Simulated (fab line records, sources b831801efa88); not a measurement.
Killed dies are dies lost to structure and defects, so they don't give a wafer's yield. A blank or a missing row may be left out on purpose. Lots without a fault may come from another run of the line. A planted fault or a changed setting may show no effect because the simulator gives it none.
fab line records | flow sky130
record lots=11 wafers=33 last_day=50
route steps=708 shown METAL3@566 VIA3@578 PAD_OPEN@708
lots that met no fault: from a run of the same line without faults
start_h: hours from the record's first day to the start of the lot's first wafer shown | wait_h: hours since the lot's step before | " the same as in the row above | L1.1+2: a row that stands for several wafers | - no value, or no start given | * or withheld: withheld | < > ~ a bound
route shown NAME@n: a module of which the file shows steps, and the number in the route of the first | usual: mean/standard deviation of fault-free wafers | same: alike in all rows | chamber/n: place in a boat | sites: the reading at each site | _std_site: their standard deviation | _edge_site: outer sites' mean less inner sites' | radius_mm: how far each site lies from the wafer's centre | mask NAME#n: copy n | behind: the tool/chamber that last shaped the wafer | hold: why the lot was held/for how many hours/how that ended | device: the transistor (n, p or np) that didn't switch | end of line: the same wafers' tests at the end of the route | a step without rows: its recipe alone | killed: dies lost to structure and defects at the first sort, not the wafer's yield | map: a wafer's dies, x killed, . not, _ none there
set.NAME: the setting as run; set.NAME@STEP: as run at that earlier step | model.NAME: the simulator's own value behind a step, which no gauge read
steps of the route over a sample of lots; a table a step, a row a wafer
services: from which hour (start_h, from the record's first day; less than 0 if before it) a tool's chamber was out of use, for how many hours, and why
## steps
# step SKY_METAL3_ETCH_16
# recipe chemistry=N2/H2 target=BARC ion_energy_ev=200 bias_w=97.29 pressure_mtorr=30 n2_flow_sccm=100 h2_flow_sccm=200 icp_w=500 stop_on=SiO2 time_s=88.2 target_depth_a=600
# usual chamber_pressure_mTorr=29.998/0.026 drypump_motor_current_A=5.9/0.47 he_backside_leak_sccm=3.22/0.3 n2_flow_sccm=100.0/0.31 oes_product_au=0.626/0.0045 throttle_valve_pct=13.205/0.0077
# columns lot.wafer tool chamber start_h wait_h chamber_pressure_mTorr drypump_motor_current_A he_backside_leak_sccm n2_flow_sccm oes_product_au rf_hours_counter_h throttle_valve_pct
L243.2 rie_metal-01 1 915.03 0.1 29.988 5.1 3.28 100.1 0.627 - 13.208
L243.3 " 1 " " 30.003 5.1 3.33 100.0 0.620 - 13.209
L243.4 " 1 " " 29.995 5.1 3.24 100.0 0.622 - 13.218
L244.2 rie_metal-04 1 926.11 0.0 30.002 6.3 2.98 99.7 0.630 13 13.200
L244.4 " 0 " " 29.985 6.2 3.38 100.4 0.623 - 13.206
L244.5 " 0 " " 30.016 6.1 3.29 100.2 0.624 - 13.208
L248.1 rie_metal-04 0 959.82 0.0 30.026 6.2 3.27 99.9 0.629 12 13.204
L248.3 " 0 " " 29.995 6.2 3.21 100.1 0.620 - 13.225
L248.4 " 1 " " 30.020 6.4 3.11 99.8 0.627 - 13.192
L250.1 rie_metal-02 1 969.72 0.0 30.014 5.8 2.98 99.6 0.619 2 13.205
L250.2 " 0 " " 29.996 5.5 3.03 99.5 0.625 14 13.209
L250.6 " 1 " " 29.956 5.8 3.09 99.5 0.622 - 13.212
L253.1 rie_metal-04 0 990.61 0.0 29.987 6.2 3.17 99.9 0.632 13 13.204
L253.3 " 0 " " 29.988 6.2 3.17 99.8 0.628 - 13.201
L253.6 " 0 " " 30.007 6.1 3.22 100.0 0.627 - 13.203
L257.1 rie_metal-01 1 1019.19 0.1 30.009 5.1 3.24 99.6 0.624 19 13.197
L257.2 " 1 " " 30.018 5.1 3.41 100.0 0.625 - 13.194
L257.5 " 1 " " 30.000 5.1 3.30 100.2 0.629 - 13.209
L259.1 rie_metal-04 0 1031.66 0.0 30.025 6.2 3.30 100.3 0.627 15 13.202
L259.4 " 1 " " 30.018 6.4 3.10 99.8 0.620 - 13.202
L259.6 " 0 " " 30.007 6.1 3.36 99.9 0.626 - 13.207
L260.1 rie_metal-02 0 1040.31 0.0 30.040 5.5 3.11 100.6 0.619 18 13.204
L260.2 " 1 " " 30.010 5.8 3.33 99.9 0.631 7 13.216
L260.3 " 0 " " 29.974 5.5 3.14 100.1 0.629 - 13.199
L261.1 rie_metal-04 0 1043.82 0.0 30.014 6.1 3.26 99.8 0.627 16 13.194
L261.2 " 1 " " 30.011 6.4 3.26 99.8 0.630 19 13.216
L261.6 " 1 " " 29.989 6.4 3.07 100.0 0.618 - 13.203
L264.3 rie_metal-01 0 1068.84 0.0 29.921 5.9 3.13 100.2 0.627 - 13.195
L264.4 " 1 " " 29.978 5.1 3.30 100.5 0.638 - 13.201
L264.5 " 0 " " 29.990 5.9 2.97 99.9 0.630 - 13.203
L263.1 rie_metal-02 0 1069.86 0.0 29.944 5.5 3.16 99.7 0.628 20 13.199
L263.3 " 1 " " 29.945 5.8 3.07 100.0 0.624 - 13.190
L263.5 " 0 " " 30.027 5.5 3.13 99.5 0.621 - 13.218
# step SKY_METAL3_ETCH_17
# recipe target=SiO2 stop_on=TiN chemistry=C4F8/O2/Ar source_w=1500 bias_w=1200 pressure_mtorr=40 c4f8_flow_sccm=withheld O2_flow_sccm=6 Ar_flow_sccm=300 time_s=3.9 target_depth_a=150
# usual chamber_pressure_mTorr=40.00/0.035 oes_product_au=0.757/0.0075
# columns lot.wafer tool chamber start_h wait_h chamber_pressure_mTorr oes_product_au rf_hours_counter_h
L243.2 rie_diel-02 3 915.20 0.1 40.00 0.756 7
L243.3 " 2 " " 39.95 0.755 9
L243.4 " 1 " " 40.03 0.748 13
L244.2 rie_diel-04 3 926.21 0.1 39.94 0.753 16
L244.4 " 0 " " 39.97 0.763 14
L244.5 " 1 " " 40.02 0.751 -
L248.1 rie_diel-01 1 959.92 0.1 40.05 0.743 10
L248.3 " 3 " " 40.00 0.749 16
L248.4 " 2 " " 40.01 0.758 2
L250.1 rie_diel-01 2 969.82 0.1 40.02 0.744 2
L250.2 " 1 " " 40.03 0.750 11
L250.6 " 0 " " 39.99 0.754 -
L253.1 rie_diel-04 0 990.71 0.1 40.01 0.753 16
L253.3 " 1 " " 39.98 0.758 12
L253.6 " 2 " " 40.05 0.767 -
L257.1 rie_diel-02 0 1019.39 0.2 40.04 0.754 19
L257.2 " 2 " " 39.97 0.751 12
L257.5 " 3 " " 39.92 0.759 -
L259.1 rie_diel-01 0 1031.76 0.1 40.04 0.748 6
L259.4 " 3 " " 40.04 0.766 18
L259.6 " 2 " " 39.99 0.752 -
L260.1 rie_diel-04 1 1040.41 0.1 39.92 0.756 14
L260.2 " 3 " " 40.08 0.750 19
L260.3 " 2 " " 39.94 0.747 8
L261.1 rie_diel-01 0 1043.92 0.1 40.00 0.742 6
L261.2 " 1 " " 39.99 0.758 13
L261.6 " 1 " " 40.01 0.756 -
L264.3 rie_diel-01 1 1068.91 0.0 40.03 0.755 13
L264.4 " 2 " " 40.02 0.757 5
L264.5 " 3 " " 39.98 0.763 -
L263.1 rie_diel-02 2 1069.96 0.1 40.02 0.770 13
L263.3 " 3 " " 40.03 0.763 12
L263.5 " 3 " " 39.98 0.759 -
# step SKY_VIA3_HMDS_05
# recipe prime_time_s=60 prime_temp_c=120
# usual chill_plate_temp_C=23.01/0.1 exhaust_pa=45.0/0.93 prime_temp_c=120.03/0.14
# columns lot.wafer tool chamber start_h wait_h chill_plate_temp_C exhaust_pa prime_temp_c
L243.2 litho_track-03 0 929.19 0.1 23.14 45.6 120.01
L243.3 " 0 " " 23.01 44.2 119.93
L243.4 " 0 " " 23.14 45.3 120.12
L244.2 litho_track-03 0 940.14 0.1 23.04 45.0 120.06
L244.4 " 0 " " 23.02 45.5 120.00
L244.5 " 0 " " 23.07 45.5 119.85
L248.1 litho_track-04 0 972.48 0.1 23.03 45.4 120.13
L248.3 " 0 " " 22.94 44.2 119.91
L248.4 " 0 " " 22.85 43.1 119.90
L250.1 litho_track-03 0 983.21 0.1 22.98 45.3 120.13
L250.2 " 0 " " 22.95 44.0 119.89
L250.6 " 0 " " 22.88 44.2 119.98
L253.1 litho_track-02 0 1003.67 0.1 22.90 43.3 119.80
L253.3 " 0 " " 22.96 44.0 120.00
L253.6 " 0 " " 22.95 45.3 120.01
L257.1 litho_track-04 0 1032.13 0.1 22.99 44.2 120.04
L257.2 " 0 " " 22.98 43.9 120.11
L257.5 " 0 " " 22.93 43.8 119.96
L259.1 litho_track-03 0 1043.71 0.1 23.04 46.0 121.07
L259.4 " 0 " " 23.08 44.0 121.00
L259.6 " 0 " " 22.98 44.2 121.10
L260.1 litho_track-03 0 1052.56 0.1 23.07 44.5 120.85
L260.2 " 0 " " 23.03 45.6 120.75
L260.3 " 0 " " 23.07 46.6 121.14
L261.1 litho_track-04 0 1055.63 0.1 22.89 44.8 120.14
L261.2 " 0 " " 22.94 45.2 119.89
L261.6 " 0 " " 22.97 44.8 120.10
L264.3 litho_track-04 0 1080.83 0.1 22.87 44.7 120.00
L264.4 " 0 " " 22.81 45.4 119.98
L264.5 " 0 " " 22.88 45.6 119.96
L263.1 litho_track-02 0 1081.67 0.1 23.04 44.8 120.23
L263.3 " 0 " " 23.14 46.2 119.96
L263.5 " 0 " " 22.89 43.8 120.24
# step SKY_VIA3_CVD_21
# recipe material=W target_thk_nm=390 time_s=117.31 temp_c=400 pressure_torr=40
# usual chamber_pressure_Torr=40.00/0.081 heater_power_outer_w=540/25 heater_power_w=882/24
# columns lot.wafer tool chamber start_h wait_h chamber_pressure_Torr heater_power_outer_w heater_power_w
L243.2 cvd_w-02 0 942.44 0.0 39.94 552 912
L243.3 " 0 " " 39.98 553 889
L243.4 " 1 " " 39.96 537 857
L244.2 cvd_w-02 0 953.40 0.1 39.99 556 908
L244.4 " 0 " " 40.02 553 897
L244.5 " 0 " " 40.15 548 915
L248.1 cvd_w-01 1 985.99 0.0 39.85 569 902
L248.3 " 1 " " 40.02 570 906
L248.4 " 0 " " 39.90 523 867
L250.1 cvd_w-01 0 995.82 0.0 39.93 533 844
L250.2 " 1 " " 39.87 563 893
L250.6 " 0 " " 39.99 520 874
L253.1 cvd_w-02 0 1016.25 0.0 39.98 551 902
L253.3 " 0 " " 39.88 557 896
L253.6 " 1 " " 40.06 503 840
L257.1 cvd_w-02 1 1044.19 0.0 40.00 521 862
L257.2 " 0 " " 40.08 562 879
L257.5 " 1 " " 39.99 507 838
L259.1 cvd_w-02 1 1055.98 0.0 39.98 513 858
L259.4 " 1 " " 39.95 516 865
L259.6 " 1 " " 40.06 501 854
L260.1 cvd_w-02 0 1064.57 0.0 39.90 555 913
L260.2 " 1 " " 39.92 505 888
L260.3 " 0 " " 39.98 563 897
L261.1 cvd_w-02 0 1067.58 0.0 40.00 553 899
L261.2 " 1 " " 40.12 520 864
L261.6 " 1 " " 39.98 517 851
L264.3 cvd_w-01 1 1092.18 0.1 40.12 549 906
L264.4 " 0 " " 40.03 514 877
L264.5 " 1 " " 40.10 575 906
L263.1 cvd_w-01 1 1092.83 0.0 40.09 575 914
L263.3 " 0 " " 40.10 514 874
L263.5 " 0 " " 40.11 519 895
# step SKY_PAD_OPEN_PROBE_99
# usual defect_limited_yield=82.5/1.9 killed_at_M0_to_M3=42/6.9 killed_at_M4_up=3.2/1.7 killed_at_contacts=25/5.1 killed_at_front_end=15/4.5 killed_at_other=0.4/0.63 killed_dies=86/9.3 killed_open=46/7 killed_short=39/6.9 sort_bin_3_pad_short=0.9/0.45 sort_bin_5_function=10.4/1.5 sort_bin_6_memory=6.3/1.1 sort_n_pass=406/9.3 sort_yield_pct=82.5/1.9
# same gross_dies=492 killed_at_back_side=0 sort_bin_4_leakage[%]=0 sort_bin_8_speed[%]=0
# columns lot.wafer tool chamber start_h wait_h defect_limited_yield[%] killed_at_M0_to_M3 killed_at_M4_up killed_at_contacts killed_at_front_end killed_at_other killed_dies killed_open killed_short sort_bin_3_pad_short[%] sort_bin_5_function[%] sort_bin_6_memory[%] sort_n_pass sort_yield_pct[%]
L243.2 prober-01 - 1087.45 0.1 82.7 35 2 28 20 0 85 44 41 1.0 10.0 6.3 407 82.7
L243.3 prober-01 - 1087.50 0.2 81.1 46 5 19 23 0 93 44 49 1.4 9.8 7.7 399 81.1
L243.4 prober-01 - 1087.55 0.2 84.3 35 5 22 15 0 77 42 35 0 10.0 5.7 415 84.3
L260.1 prober-01 - 1187.15 0.1 83.1 41 8 25 7 2 83 37 46 0.2 11.0 5.7 409 83.1
L260.2 prober-01 - 1187.20 0.1 79.5 47 4 32 18 0 101 51 50 1.2 11.8 7.5 391 79.5
L260.3 prober-01 - 1187.25 0.2 82.9 38 7 21 17 1 84 43 41 1.0 9.3 6.7 408 82.9
L261.1 prober-02 - 1189.18 0.1 85.2 35 4 16 18 0 73 29 44 0.4 8.9 5.5 419 85.2
L261.2 prober-02 - 1189.23 0.1 82.1 45 7 19 17 0 88 38 50 1.6 10.8 5.5 404 82.1
L261.6 prober-02 - 1189.43 0.2 80.3 50 3 25 19 0 97 51 46 0.6 11.6 7.5 395 80.3
# killed by level:class
L243.2 VIA1:geometric_particle:open=11 CONTACT:geometric_particle:open=10 METAL1:geometric_particle:short=9 LI_CONTACT:geometric_particle:open=9 LOCAL_INTERCONNECT:geometric_particle:short=6 FIELD_ISO:geometric_particle:short=5 FIELD_ISO:geometric_particle:open=5 POLY_GATE:geometric_particle:open=5
L243.3 VIA3:geometric_particle:open=10 FIELD_ISO:geometric_particle:short=9 METAL1:geometric_particle:short=8 VIA1:geometric_particle:open=8 CONTACT:geometric_particle:open=7 VIA2:geometric_particle:open=6 METAL4:geometric_particle:short=5 POLY_GATE:geometric_particle:open=4
L243.4 VIA1:geometric_particle:open=10 VIA3:geometric_particle:open=9 CONTACT:geometric_particle:open=8 LI_CONTACT:geometric_particle:open=6 POLY_GATE:geometric_particle:short=5 LOCAL_INTERCONNECT:geometric_particle:short=5 METAL1:geometric_particle:short=5 POLY_GATE:geometric_particle:open=4
L260.1 CONTACT:geometric_particle:open=8 VIA1:geometric_particle:open=8 METAL2:geometric_particle:short=8 METAL4:geometric_particle:short=7 LI_CONTACT:geometric_particle:open=6 FIELD_ISO:geometric_particle:short=5 METAL1:geometric_particle:short=5 LOCAL_INTERCONNECT:geometric_particle:short=4
L260.2 CONTACT:geometric_particle:open=11 METAL1:geometric_particle:short=9 VIA1:geometric_particle:open=9 FIELD_ISO:geometric_particle:open=7 METAL2:geometric_particle:short=7 LI_CONTACT:geometric_particle:open=7 LI_CONTACT:geometric_particle:short=7 FIELD_ISO:geometric_particle:short=6
L260.3 VIA1:geometric_particle:open=11 FIELD_ISO:geometric_particle:short=8 CONTACT:geometric_particle:open=7 LI_CONTACT:geometric_particle:open=6 VIA3:geometric_particle:open=6 METAL4:geometric_particle:short=6 METAL2:geometric_particle:short=5 CONTACT:geometric_particle:short=4
L261.1 FIELD_ISO:geometric_particle:short=7 LI_CONTACT:geometric_particle:open=6 METAL1:geometric_particle:short=6 VIA1:geometric_particle:open=5 VIA1:geometric_particle:short=5 VIA2:geometric_particle:open=5 LOCAL_INTERCONNECT:geometric_particle:short=4 CONTACT:geometric_particle:open=4
L261.2 VIA1:geometric_particle:open=8 VIA2:geometric_particle:open=8 FIELD_ISO:geometric_particle:short=7 METAL1:geometric_particle:short=6 FIELD_ISO:geometric_particle:open=5 LOCAL_INTERCONNECT:geometric_particle:short=5 VIA1:geometric_particle:short=5 METAL2:geometric_particle:short=5
L261.6 VIA2:geometric_particle:open=14 VIA1:geometric_particle:open=9 CONTACT:geometric_particle:short=8 POLY_GATE:geometric_particle:short=7 METAL2:geometric_particle:short=6 CONTACT:geometric_particle:open=5 LI_CONTACT:geometric_particle:open=5 VIA3:geometric_particle:short=5
## services
# columns tool chamber start_h hours kind
rie_metal-04 1 891.65 6.7 repair
rie_metal-02 1 903.24 - clean
rie_metal-02 1 903.24 13.2 scheduled_down
rie_metal-02 1 903.24 13.2 vent_cycle
cvd_w-02 - 904.00 14.0 pm
cvd_w-02 0 904.00 14.0 vent_cycle
cvd_w-02 1 904.00 14.0 vent_cycle
rie_metal-01 0 909.46 - clean
cvd_w-01 - 918.00 6.9 pm
cvd_w-02 0 918.00 - clean
cvd_w-02 1 918.00 - clean
rie_diel-04 3 939.36 9.7 repair
cvd_w-02 1 943.79 13.4 repair
rie_diel-02 - 950.67 0.4 repair
rie_metal-01 0 951.56 3.3 repair
rie_diel-04 3 985.38 8.4 repair
cvd_w-02 - 988.63 14.6 pm
rie_metal-04 - 997.80 0.9 repair
rie_metal-01 0 1017.30 3.6 repair
rie_diel-04 1 1030.59 3.0 repair
rie_metal-01 0 1048.92 16.9 repair
rie_diel-02 1 1052.08 57.6 repair
rie_diel-04 3 1073.49 4.2 repair
rie_metal-04 - 1084.23 0.6 repair
## key
first_sign step=SKY_VIA3_HMDS_05 reading=prime_temp_c direction=up sigmas=6.7 usual=* struck=*
effect none on later readings
met_at SKY_VIA3_HMDS_05
struck_lots L259,L260
not_acting_at SKY_METAL3_ETCH_16,SKY_METAL3_ETCH_17,SKY_VIA3_CVD_21
onset_between 983.21 1043.71
fault kind=process_parameter_drift tool=litho_track-03 chamber=- onset_h=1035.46 steps=SKY_VIA3_HMDS_05 channel=prime_temp_c offset=* shape=step end_h=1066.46 acts_in=* stated=*
